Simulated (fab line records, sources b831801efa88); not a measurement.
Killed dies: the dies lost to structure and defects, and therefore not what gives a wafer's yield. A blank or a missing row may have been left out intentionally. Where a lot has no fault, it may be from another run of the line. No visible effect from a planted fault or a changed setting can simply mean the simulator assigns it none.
Chamber matching ; flow gf180mcu ; GF_SAB_ETCH_11 on rie_diel-01 has 4 sister chambers
The step etches SiO2 in C4F8/O2/Ar, target depth 55 nm, time 8.5 s. 4 wafers are shown with their chamber, then 6 later ones without.

EACH WAFER AND ITS CHAMBER
wafer;chamber;rf_fwd_power_W (W)
L634.4;3;1488
L636.1;0;1478
L636.4;1;1471
L636.6;2;1459

WAFERS WITH NO CHAMBER GIVEN
wafer;rf_fwd_power_W (W)
L637.2;1485
L637.4;1483
L637.6;1480
L638.2;1475
L638.3;1484
L638.5;1460

CHAMBER TAKEN BY EACH
wafer;from the rows above;in truth
L637.2;can't be placed: 3 or 0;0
L637.4;can't be placed: 0 or 3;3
L637.6;can't be placed: 0 or 3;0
L638.2;can't be placed: 0 or 1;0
L638.3;can't be placed: 3 or 0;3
L638.5;2;2
1 of 6 placed correctly. Unplaceable from these rows: 5, with the true chamber sitting among the candidates in 5. Number placed wrongly: 0.
How it was worked out, from the rows above alone: a wafer's distance from a chamber is the root of the sum, over the readings, of the square of ((its reading less the chamber's mean) divided by the reading's scatter). If the next closest chamber is less than 2 further off than the closest, the wafer can't be placed; otherwise it belongs to the closest. Each chamber's mean is taken over the wafers shown for it. The scatter (one wafer shown for each chamber): square how far every hidden wafer sits from the nearest shown wafer, average those squares and take the square root.
